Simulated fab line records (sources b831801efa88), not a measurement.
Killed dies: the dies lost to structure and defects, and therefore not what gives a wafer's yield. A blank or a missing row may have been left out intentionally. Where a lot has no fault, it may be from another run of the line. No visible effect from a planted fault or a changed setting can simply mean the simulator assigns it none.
fab line records	flow sky130
[record] lots = 6	wafers = 18	last_day = 50
route steps=708 shown LOCAL_INTERCONNECT@396 CONTACT@406 PAD_OPEN@708
lots that met no fault: from a run of the same line without faults
start_h: hours from the record's first day to the start of the lot's first wafer shown	wait_h: hours since the lot's step before	" same as the row above	L1.1+2: a single row standing in for several wafers	- no value, or no start given	* or withheld: withheld	< > ~ a bound
route shown NAME@n: names a module that has steps shown in the file, with the first one's number in the route	usual: the fault-free wafers' mean and standard deviation	same: alike in all rows	chamber/n: place in a boat	sites: each site's reading	_std_site: standard deviation across them	_edge_site: inner sites' mean taken away from outer sites' mean	radius_mm: for every site, how far away it sits from the centre of the wafer	mask NAME#n: copy n	behind: tool/chamber where the wafer was last shaped	hold: why the lot was held/for how many hours/how that ended	device: the transistor (n, p or np) that didn't switch	end of line: the route-end tests of the same wafers	a step with no rows: only its recipe	killed: the dies lost at the first sort to structure and to defects; this is not the yield of the wafer	map: a wafer's dies, x killed, . not, _ none there
set.NAME: the setting that was run; set.NAME@STEP: the one run at that earlier step	model.NAME: the simulator's own value behind a step, which no gauge read
lots at some steps of the route; a table a step, a row a wafer
services: from which hour (start_h, from the record's first day; less than 0 if before it) a tool's chamber was out of use, for how many hours, and why
[[steps]]
[step SKY_LOCAL_INTERCONNECT_PEB_09]
[recipe] peb_temp_c = withheld	peb_time_s = withheld	resist = KrF-thick
[step SKY_LOCAL_INTERCONNECT_DEVELOP_10]
[recipe] develop_time_s = 60	resist = KrF-thick	dev_temp_c = 21
[step SKY_LOCAL_INTERCONNECT_CD_MEAS_11]
[recipe] target_cd_nm = 170
[usual] cd_nm = 169.9/1.3
lot.wafer	tool	chamber	start_h	wait_h	cd_nm
L823.2	cd_sem-02	-	715.86	-	169.6
L823.3	"	-	"	"	170.2
L823.6	"	-	"	"	169.8
L831.3	cd_sem-01	-	776.92	-	168.8
L831.4	"	-	"	"	168.6
L831.6	"	-	"	"	169.6
L833.1	cd_sem-02	-	795.79	-	166.4
L833.4	"	-	"	"	166.8
L833.6	"	-	"	"	167.3
L837.1	cd_sem-01	-	831.03	-	169.4
L837.2	"	-	"	"	170.9
L837.6	"	-	"	"	171.6
L841.1	cd_sem-02	-	863.14	-	170.5
L841.4	"	-	"	"	171.1
L841.6	"	-	"	"	170.8
L845.2	cd_sem-01	-	884.46	-	169.3
L845.3	"	-	"	"	169.7
L845.6	"	-	"	"	167.9
[step SKY_LOCAL_INTERCONNECT_OVL_MEAS_12]
[usual] LOCAL_INTERCONNECT_OVL = 1/5.5
lot.wafer	tool	chamber	start_h	wait_h	LOCAL_INTERCONNECT_OVL[nm]
L823.2	overlay-02	-	715.96	0.1	-1
L823.3	"	-	"	"	2
L823.6	"	-	"	"	1
L831.3	overlay-02	-	777.01	0.1	2
L831.4	"	-	"	"	0
L831.6	"	-	"	"	1
L833.1	overlay-02	-	795.91	0.1	0
L833.4	"	-	"	"	-1
L833.6	"	-	"	"	-2
L837.1	overlay-02	-	831.15	0.1	14
L837.2	"	-	"	"	1
L837.6	"	-	"	"	4
L841.1	overlay-02	-	863.26	0.1	2
L841.4	"	-	"	"	13
L841.6	"	-	"	"	9
L845.2	overlay-01	-	884.56	0.1	5
L845.3	"	-	"	"	3
L845.6	"	-	"	"	12
[step SKY_LOCAL_INTERCONNECT_ETCH_13]
[recipe] chemistry = N2/H2	target = BARC	ion_energy_ev = 200	bias_w = 100	pressure_mtorr = 30	n2_flow_sccm = 100	h2_flow_sccm = 200	icp_w = 500	stop_on = SiO2	time_s = 45.9	target_depth_a = 600
[usual] drypump_motor_current_A = 5.3/0.5	oes_product_au = 0.855/0.0055	throttle_valve_pct = 13.225/0.0087
lot.wafer	tool	chamber	start_h	wait_h	drypump_motor_current_A	oes_product_au	rf_hours_counter_h	throttle_valve_pct
L823.2	rie_metal-02	0	715.99	0.0	5.1	0.854	11	13.228
L823.3	"	1	"	"	4.9	0.856	-	13.232
L823.6	"	1	"	"	4.9	0.847	-	13.216
L831.3	rie_metal-02	1	777.05	0.0	4.9	0.856	-	13.225
L831.4	"	0	"	"	5.2	0.851	-	13.234
L831.6	"	0	"	"	5.1	0.858	-	13.235
L833.1	rie_metal-02	0	795.94	0.0	5.1	0.847	1	13.231
L833.4	"	0	"	"	5.2	0.857	-	13.224
L833.6	"	0	"	"	5.2	0.853	-	13.214
L837.1	rie_metal-02	0	831.18	0.0	5.1	0.859	2	13.225
L837.2	"	1	"	"	4.9	0.857	4	13.228
L837.6	"	1	"	"	4.9	0.852	-	13.217
L841.1	rie_metal-04	1	863.29	0.0	4.9	0.859	14	13.234
L841.4	"	0	"	"	6.2	0.851	-	13.217
L841.6	"	0	"	"	6.2	0.856	-	13.215
L845.2	rie_metal-01	0	884.59	0.0	6.3	0.864	20	13.218
L845.3	"	1	"	"	5.2	0.851	-	13.223
L845.6	"	0	"	"	6.3	0.862	-	13.221
[step SKY_LOCAL_INTERCONNECT_METAL_ETCH_14]
[recipe] target_depth_nm = 110	stop_on = PSG	chemistry = Cl2/BCl3	target = TiN	resist_sidewall_deg = 88	pressure_mtorr = 10	icp_w = 900	bias_w = 48.5	Cl2_flow_sccm = 60	bcl3_flow_sccm = 30	time_s = 31.4
[usual] drypump_motor_current_A = 5.3/0.5	oes_product_au = 0.943/0.009	throttle_valve_pct = 21.900/0.011
lot.wafer	tool	chamber	start_h	wait_h	drypump_motor_current_A	oes_product_au	rf_hours_counter_h	throttle_valve_pct
L823.2	rie_metal-02	0	716.06	0.0	5.1	0.937	11	21.895
L823.3	"	1	"	"	4.9	0.927	-	21.916
L823.6	"	1	"	"	4.9	0.929	-	21.904
L831.3	rie_metal-02	1	777.11	0.0	4.9	0.932	-	21.914
L831.4	"	0	"	"	5.1	0.959	-	21.906
L831.6	"	0	"	"	5.2	0.946	-	21.903
L833.1	rie_metal-02	0	796.01	0.0	5.1	0.946	1	21.918
L833.4	"	0	"	"	5.1	0.944	-	21.902
L833.6	"	0	"	"	5.1	0.947	-	21.899
L837.1	rie_metal-02	0	831.25	0.0	5.2	0.946	2	21.897
L837.2	"	1	"	"	4.9	0.946	4	21.912
L837.6	"	1	"	"	4.9	0.948	-	21.909
L841.1	rie_metal-04	1	863.36	0.0	4.9	0.954	14	21.891
L841.4	"	0	"	"	6.2	0.949	-	21.910
L841.6	"	0	"	"	6.2	0.961	-	21.882
L845.2	rie_metal-01	0	884.66	0.0	6.3	0.952	20	21.899
L845.3	"	1	"	"	5.2	0.953	-	21.890
L845.6	"	0	"	"	6.3	0.942	-	21.897
[step SKY_LOCAL_INTERCONNECT_STRIP_15]
[recipe] chemistry = O2/N2	power_w = 1400	pressure_mtorr = 1500	platen_temp_c = withheld	o2_flow_sccm = 3000	n2_flow_sccm = 300	overash_fraction = 0.5
[usual] drypump_motor_current_A = 5.8/0.62	oes_product_au = 0.426/0.005	strip_time_to_endpoint_s = 4.725/0.02
lot.wafer	tool	chamber	start_h	wait_h	drypump_motor_current_A	oes_product_au	rf_hours_counter_h	strip_time_to_endpoint_s
L823.2	plasma_asher-04	1	716.11	0.0	5.5	0.429	60	4.718
L823.3	"	1	"	"	5.5	0.430	-	4.764
L823.6	"	0	"	"	6.6	0.429	-	4.747
L831.3	plasma_asher-02	1	777.18	0.1	6.2	0.425	-	4.694
L831.4	"	0	"	"	4.9	0.421	-	4.722
L831.6	"	0	"	"	4.9	0.419	-	4.699
L833.1	plasma_asher-02	0	796.06	0.0	4.9	0.424	98	4.730
L833.4	"	1	"	"	6.2	0.423	-	4.736
L833.6	"	1	"	"	6.2	0.426	-	4.717
L837.1	plasma_asher-03	1	831.30	0.0	5.3	0.421	8	4.706
L837.2	"	0	"	"	5.3	0.425	8	4.703
L837.6	"	0	"	"	5.3	0.427	-	4.729
L841.1	plasma_asher-02	1	863.41	0.0	6.2	0.423	105	4.739
L841.4	"	0	"	"	4.9	0.422	-	4.735
L841.6	"	0	"	"	4.9	0.426	-	4.725
L845.2	plasma_asher-04	0	884.71	0.0	6.6	0.423	77	4.718
L845.3	"	1	"	"	5.5	0.434	-	4.756
L845.6	"	1	"	"	5.5	0.425	-	4.737
[step SKY_LOCAL_INTERCONNECT_STRIP_16]
[recipe] chemistry = post_etch_residue_remover	time_s = 1200	temp_c = 72.5
[step SKY_LOCAL_INTERCONNECT_CLEAN_17]
[recipe] chemistry = IPA	time_s = 180	temp_c = 25
[step SKY_LOCAL_INTERCONNECT_CLEAN_18]
[recipe] chemistry = O3/DIW	dry = n2_spin
[step SKY_CONTACT_CVD_00]
[recipe] material = Si3N4	target_thk_nm = 75	temp_c = 400	time_s = withheld	rf_w = 450
[usual] heater_power_w = 774/160	susceptor_temp_C = 399.98/0.22
lot.wafer	tool	chamber	start_h	wait_h	heater_power_w	susceptor_temp_C
L823.2	pecvd-04	2	716.70	0.0	600	400.13
L823.3	"	0	"	"	535	399.99
L823.6	"	0	"	"	545	399.85
L831.3	pecvd-03	1	777.74	0.0	789	400.14
L831.4	"	1	"	"	808	400.17
L831.6	"	0	"	"	637	400.27
L833.1	pecvd-03	1	796.65	0.0	750	399.89
L833.4	"	2	"	"	1138	399.60
L833.6	"	1	"	"	754	399.87
L837.1	pecvd-04	2	831.95	0.0	683	399.72
L837.2	"	0	"	"	657	400.15
L837.6	"	0	"	"	647	400.00
L841.1	pecvd-04	1	864.00	0.0	944	399.86
L841.4	"	1	"	"	970	399.99
L841.6	"	0	"	"	603	399.97
L845.2	pecvd-04	0	885.30	0.0	618	399.87
L845.3	"	0	"	"	605	399.65
L845.6	"	0	"	"	610	400.25
[step SKY_CONTACT_THK_MEAS_01]
[recipe] reads = Si3N4_of_CONTACT_CVD_00
[usual] CONTACT_CVD_00_THK = 75.2/1.1
lot.wafer	tool	chamber	start_h	wait_h	CONTACT_CVD_00_THK[nm]
L823.2	film_metro-02	-	716.74	-	76.7
L823.3	"	-	"	"	73.9
L823.6	"	-	"	"	76.5
L831.3	film_metro-04	-	777.80	-	75.0
L831.4	"	-	"	"	75.9
L831.6	"	-	"	"	76.4
L833.1	film_metro-02	-	796.69	-	73.7
L833.4	"	-	"	"	75.7
L833.6	"	-	"	"	76.0
L837.1	film_metro-01	-	831.98	-	76.0
L837.2	"	-	"	"	76.0
L837.6	"	-	"	"	76.4
L841.1	film_metro-01	-	864.03	-	75.4
L841.4	"	-	"	"	76.5
L841.6	"	-	"	"	75.9
L845.2	film_metro-01	-	885.36	-	74.0
L845.3	"	-	"	"	75.4
L845.6	"	-	"	"	75.0
[step SKY_CONTACT_HDPCVD_02]
[recipe] material = SiO2	target_thk_nm = 565	sigma_open_frac = 0.3	time_s = 94.2	temp_c = 600	sih4_flow_sccm = 60	pressure_mtorr = 6
[usual] run_length_s = 122.2/0.56	sih4_flow_sccm = 59.97/0.19	susceptor_temp_C = 600.02/0.26
lot.wafer	tool	chamber	start_h	wait_h	run_length_s	sih4_flow_sccm	susceptor_temp_C	model.SiO2_of_CONTACT_HDPCVD_02.thk_nm
L823.2	hdpcvd-02	0	716.79	0.0	122.4	60.03	599.94	573.6
L823.3	"	1	"	"	121.2	60.10	600.05	568.3
L823.6	"	1	"	"	121.5	60.23	600.29	566.3
L831.3	hdpcvd-02	2	777.84	0.0	123.3	60.18	599.98	569
L831.4	"	0	"	"	122.9	59.80	599.86	579.2
L831.6	"	1	"	"	111.1	59.94	-	508.7
L833.1	hdpcvd-02	0	796.75	0.1	122.0	60.14	600.18	583.3
L833.4	"	1	"	"	110.9	59.94	-	505.9
L833.6	"	0	"	"	121.8	59.95	599.96	580.1
L837.1	hdpcvd-01	1	832.04	0.1	122.3	59.95	600.35	576
L837.2	"	0	"	"	121.9	59.88	599.59	575.1
L837.6	"	0	"	"	122.0	60.06	599.58	582.7
L841.1	hdpcvd-01	2	864.09	0.1	122.9	59.75	600.10	566.6
L841.4	"	1	"	"	122.4	59.99	600.33	564.5
L841.6	"	2	"	"	121.9	59.61	599.97	571.2
L845.2	hdpcvd-02	2	885.41	0.0	123.1	59.85	600.37	554.6
L845.3	"	1	"	"	121.2	59.83	600.11	563.6
L845.6	"	1	"	"	121.3	59.60	600.19	565.8
[step SKY_CONTACT_THK_MEAS_03]
[recipe] reads = SiO2_of_CONTACT_HDPCVD_02
[usual] CONTACT_HDPCVD_THK = 570/7.3
lot.wafer	tool	chamber	start_h	wait_h	CONTACT_HDPCVD_THK[nm]
L823.2	film_metro-04	-	716.87	0.0	574
L823.3	"	-	"	"	568
L823.6	"	-	"	"	566
L831.3	film_metro-01	-	777.93	0.1	569
L831.4	"	-	"	"	580
L831.6	"	-	"	"	509
L833.1	film_metro-01	-	796.82	0.0	583
L833.4	"	-	"	"	506
L833.6	"	-	"	"	580
L837.1	film_metro-02	-	832.11	0.0	576
L837.2	"	-	"	"	575
L837.6	"	-	"	"	582
L841.1	film_metro-02	-	864.16	0.0	567
L841.4	"	-	"	"	565
L841.6	"	-	"	"	571
L845.2	film_metro-02	-	885.49	0.0	554
L845.3	"	-	"	"	563
L845.6	"	-	"	"	566
[step SKY_CONTACT_CMP_04]
[recipe] material = SiO2	down_force_psi = 4	platen_rpm = 60	pad_velocity_m_s = 0.94248
[usual] edge_zone_pressure_frac = 1.000/0.0046	motor_current_A = 12.0/0.66	retaining_ring_pressure_frac = 1.001/0.0049	time_to_endpoint_s = 85/4.3
lot.wafer	tool	chamber	start_h	wait_h	edge_zone_pressure_frac	motor_current_A	retaining_ring_pressure_frac	time_to_endpoint_s
L823.2	cmp-01	0	716.92	0.0	0.997	12.8	1.005	88
L823.3	"	1	"	"	1.005	11.4	0.993	84
L823.6	"	0	"	"	1.001	12.3	1.009	85
L831.4	cmp-02	2	778.02	0.1	0.993	12.3	0.997	89
L831.3	"	3	"	"	1.002	11.4	1.001	80
L831.6	"	1	"	"	1.004	12.3	0.996	61
L833.4	cmp-01	2	796.88	0.0	1.006	12.2	1.004	59
L833.1	"	3	"	"	1.002	12.6	1.005	85
L833.6	"	2	"	"	1.005	11.9	1.006	86
L837.1	cmp-02	3	832.22	0.1	0.997	11.3	1.002	80
L837.2	"	0	"	"	1.003	11.7	0.995	85
L837.6	"	2	"	"	1.003	12.9	0.997	84
L841.4	cmp-01	2	864.32	0.1	1.002	12.6	1.007	84
L841.1	"	3	"	"	0.999	12.4	1.008	83
L841.6	"	1	"	"	0.999	11.3	1.006	88
L845.3	cmp-02	2	885.54	0.0	1.000	12.7	0.999	86
L845.2	"	1	"	"	1.002	12.0	1.000	82
L845.6	"	3	"	"	0.996	11.5	1.003	83
[step SKY_CONTACT_BOW_MEAS_05]
[recipe] mode = bow
[usual] CONTACT_BOW = 82/7
lot.wafer	tool	chamber	start_h	wait_h	CONTACT_BOW[um]
L823.2	film_metro-02	-	717.24	0.3	79
L823.3	"	-	"	"	84
L823.6	"	-	"	"	91
L831.3	film_metro-04	-	778.31	0.2	81
L831.4	"	-	"	"	86
L831.6	"	-	"	"	85
L833.1	film_metro-01	-	797.18	0.2	82
L833.4	"	-	"	"	83
L833.6	"	-	"	"	95
L837.1	film_metro-01	-	832.47	0.2	85
L837.2	"	-	"	"	98
L837.6	"	-	"	"	86
L841.1	film_metro-01	-	864.52	0.1	83
L841.4	"	-	"	"	75
L841.6	"	-	"	"	82
L845.2	film_metro-01	-	885.86	0.1	84
L845.3	"	-	"	"	73
L845.6	"	-	"	"	86
[step SKY_PAD_OPEN_PROBE_99]
[usual] killed_at_M0_to_M3 = 43/6.7	killed_at_M4_up = 3.1/1.9	killed_at_contacts = 25/5	killed_at_front_end = 15/4	killed_at_other = 0.4/0.69	killed_dies = 87/9.2	killed_open = 46/7.1	killed_short = 40/6.8
[same] gross_dies = 492	killed_at_back_side = 0
lot.wafer	tool	chamber	start_h	wait_h	killed_at_M0_to_M3	killed_at_M4_up	killed_at_contacts	killed_at_front_end	killed_at_other	killed_dies	killed_open	killed_short
L823.2	prober-02	-	1089.06	0.1	53	4	24	10	0	91	43	48
L823.3	prober-02	-	1089.11	0.2	37	4	28	14	0	83	39	44
L823.6	prober-02	-	1089.26	0.2	34	3	31	12	0	80	45	35
L831.3	prober-02	-	1129.61	0.2	46	2	27	14	0	89	53	36
L831.4	prober-02	-	1129.66	0.2	47	3	21	10	0	81	48	32
L831.6	prober-02	-	1129.76	0.2	44	2	35	18	0	99	54	45
L837.1	prober-02	-	1168.67	0.1	45	2	20	17	0	84	53	30
L837.2	prober-02	-	1168.72	0.1	45	2	27	18	0	92	53	38
L837.6	prober-02	-	1168.92	0.2	44	1	31	11	1	88	52	35
L841.1	prober-02	-	1190.76	0.1	44	3	28	20	1	96	57	39
L841.4	prober-02	-	1190.91	0.2	44	4	24	11	0	83	50	33
L841.6	prober-02	-	1191.01	0.2	52	4	26	15	0	97	50	47
// killed by level:class
L823.2 VIA1:geometric_particle:open=12 VIA2:geometric_particle:short=8 METAL1:geometric_particle:short=7 CONTACT:geometric_particle:open=7 LI_CONTACT:geometric_particle:open=6 METAL2:geometric_particle:short=6 LOCAL_INTERCONNECT:geometric_particle:short=5 VIA1:geometric_particle:short=5
L823.3 CONTACT:geometric_particle:short=8 LI_CONTACT:geometric_particle:open=7 CONTACT:geometric_particle:open=6 VIA1:geometric_particle:short=6 VIA2:geometric_particle:open=6 LOCAL_INTERCONNECT:geometric_particle:short=5 FIELD_ISO:geometric_particle:short=4 POLY_GATE:geometric_particle:open=4
L823.6 VIA1:geometric_particle:open=13 LI_CONTACT:geometric_particle:short=9 CONTACT:geometric_particle:open=9 LI_CONTACT:geometric_particle:open=7 METAL1:geometric_particle:short=5 VIA1:geometric_particle:short=5 POLY_GATE:geometric_particle:short=4 FIELD_ISO:geometric_particle:open=3
L831.3 CONTACT:geometric_particle:open=14 VIA1:geometric_particle:open=13 METAL1:geometric_particle:short=9 VIA2:geometric_particle:open=7 LI_CONTACT:geometric_particle:open=5 VIA3:geometric_particle:short=5 LOCAL_INTERCONNECT:geometric_particle:short=4 VIA3:geometric_particle:open=4
L831.4 VIA1:geometric_particle:open=10 VIA2:geometric_particle:open=10 VIA1:geometric_particle:short=7 LI_CONTACT:geometric_particle:open=5 CONTACT:geometric_particle:short=5 POLY_GATE:geometric_particle:open=4 VIA3:geometric_particle:open=4 LOCAL_INTERCONNECT:geometric_particle:short=4
L831.6 CONTACT:geometric_particle:open=13 VIA1:geometric_particle:open=12 LOCAL_INTERCONNECT:geometric_particle:short=9 LI_CONTACT:geometric_particle:open=7 VIA1:geometric_particle:short=7 FIELD_ISO:geometric_particle:short=6 METAL1:geometric_particle:short=6 POLY_GATE:geometric_particle:open=5
L837.1 CONTACT:geometric_particle:open=11 VIA2:geometric_particle:open=11 VIA1:geometric_particle:open=10 POLY_GATE:geometric_particle:open=7 METAL1:geometric_particle:short=7 LI_CONTACT:geometric_particle:open=5 FIELD_ISO:geometric_particle:short=4 METAL2:geometric_particle:short=4
L837.2 VIA1:geometric_particle:open=15 LI_CONTACT:geometric_particle:open=9 METAL1:geometric_particle:short=6 CONTACT:geometric_particle:open=6 METAL2:geometric_particle:short=6 POLY_GATE:geometric_particle:open=5 LI_CONTACT:geometric_particle:short=5 LOCAL_INTERCONNECT:geometric_particle:short=5
L837.6 CONTACT:geometric_particle:open=13 VIA1:geometric_particle:open=13 CONTACT:geometric_particle:short=8 METAL2:geometric_particle:short=7 FIELD_ISO:geometric_particle:open=5 LI_CONTACT:geometric_particle:open=5 VIA1:geometric_particle:short=5 VIA3:geometric_particle:open=5
L841.1 CONTACT:geometric_particle:open=13 VIA1:geometric_particle:open=12 VIA3:geometric_particle:open=9 LI_CONTACT:geometric_particle:open=7 FIELD_ISO:geometric_particle:short=6 POLY_GATE:geometric_particle:open=5 POLY_GATE:geometric_particle:short=5 CONTACT:geometric_particle:short=5
L841.4 VIA3:geometric_particle:open=12 CONTACT:geometric_particle:open=11 VIA1:geometric_particle:open=11 CONTACT:geometric_particle:short=5 VIA1:geometric_particle:short=5 FIELD_ISO:geometric_particle:short=4 LI_CONTACT:geometric_particle:open=4 FIELD_ISO:geometric_particle:open=3
L841.6 VIA1:geometric_particle:open=15 CONTACT:geometric_particle:short=7 LI_CONTACT:geometric_particle:open=7 VIA1:geometric_particle:short=7 VIA2:geometric_particle:open=7 CONTACT:geometric_particle:open=6 FIELD_ISO:geometric_particle:short=5 FIELD_ISO:geometric_particle:open=4
[[services]]
tool	chamber	start_h	hours	kind
cmp-02	-	692.96	1.1	repair
rie_metal-04	-	700.78	4.3	pm
pecvd-04	-	710.14	5.5	pm
cmp-01	-	715.40	0.7	repair
plasma_asher-03	-	717.84	0.6	repair
cmp-01	-	719.98	0.8	repair
cmp-01	-	730.58	0.5	repair
cmp-02	-	736.22	7.1	pm
pecvd-03	1	739.66	16.1	repair
cmp-01	-	744.00	4.0	pm
rie_metal-04	-	745.14	1.1	repair
pecvd-04	1	765.61	3.5	repair
rie_metal-01	1	769.55	39.6	repair
plasma_asher-04	-	778.82	2.6	repair
pecvd-04	-	785.44	1.5	repair
pecvd-04	-	791.02	6.0	pm
pecvd-03	-	810.92	4.3	pm
cmp-02	-	814.45	0.3	repair
pecvd-03	-	826.36	1.7	repair
hdpcvd-02	-	829.35	2.8	pm
cmp-01	-	854.13	1.8	repair
hdpcvd-02	0	864.95	6.0	repair
pecvd-04	1	876.12	11.4	repair
pecvd-03	0	880.52	4.1	repair
[[key]]
[first_sign] step = SKY_CONTACT_HDPCVD_02	reading = run_length_s	direction = down	sigmas = 20	usual = *	struck = *
[effect] step = SKY_CONTACT_THK_MEAS_03	reading = CONTACT_HDPCVD_THK	direction = down	sigmas = 8.5	usual = 570	struck = 507
[effect] step = SKY_CONTACT_CMP_04	reading = time_to_endpoint_s	direction = down	sigmas = 5.6	usual = *	struck = *
[model_effect] step = SKY_CONTACT_HDPCVD_02	value = SiO2_of_CONTACT_HDPCVD_02.thk_nm	without = 569.2	struck = 507.3
met_at SKY_CONTACT_HDPCVD_02
struck_wafers L831.6,L833.4
tester_left_out L831,L833
onset_between 716.79 777.84
[fault] kind = process_parameter_drift	tool = hdpcvd-02	chamber = 1	onset_h = 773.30	steps = SKY_CONTACT_HDPCVD_02	channel = time_s	offset = *	shape = step	end_h = 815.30	acts_in = *	stated = *
// tester_left_out: of these lots the tester's yield and bins aren't shown, on N5 and GAA mostly nor the transistor test; their killed dies are dies lost to structure and defects alone, not to doping, threshold or leakage, so they don't give the yield
